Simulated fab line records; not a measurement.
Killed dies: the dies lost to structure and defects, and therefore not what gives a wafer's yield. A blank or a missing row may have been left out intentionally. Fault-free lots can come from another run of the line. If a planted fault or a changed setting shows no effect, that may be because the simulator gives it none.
Chamber matching ; flow sky130 ; SKY_POLY_GATE_ETCH_17 on rie si-02 has 4 sister chambers
The step etches poly-Si in HBr/Cl2, stops on SiO2, target depth 180 nm, time 70.5 s. 8 wafers are shown with their chamber, then 7 later ones without.

== EACH WAFER AND ITS CHAMBER ==
wafer;chamber;drypump motor current A (A);throttle valve pct (%)
L174.5;0;6.2;33.676
L177.3;3;4.9;33.676
L186.2;3;4.9;33.682
L186.6;1;5.6;33.686
L187.3;1;5.6;33.689
L187.5;2;5.6;33.684
L192.2;0;6.2;33.693
L192.5;2;5.5;33.682

== WAFERS WITH NO CHAMBER GIVEN ==
wafer;drypump motor current A (A);throttle valve pct (%)
L192.6;5.6;33.678
L194.1;4.9;33.673
L194.2;5.5;33.675
L194.5;6.2;33.695
L196.1;5.6;33.692
L196.4;6.1;33.695
L196.6;5.6;33.685

== WHICH CHAMBER EACH WENT THROUGH ==
wafer;from the rows above;in truth
L192.6;can't be placed: 1 or 2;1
L194.1;3;3
L194.2;can't be placed: 2 or 1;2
L194.5;0;0
L196.1;can't be placed: 1 or 2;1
L196.4;0;0
L196.6;can't be placed: 1 or 2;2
Correctly placed: 3 of 7. Can't be placed from these rows: 4 (the true chamber is among the candidates in 4). Wrongly placed: 0.
How it was worked out, from the rows above alone: a wafer's distance from a chamber is the root of the sum, over the readings, of the square of ((its reading less the chamber's mean) divided by the reading's scatter). If the next closest chamber is less than 2 further off than the closest, the wafer can't be placed; otherwise it belongs to the closest. The mean given for a chamber averages the wafers shown for that chamber. The scatter: the root of (the sum of the squares of (reading less its chamber's mean) over the shown wafers, divided by (wafers less chambers)).
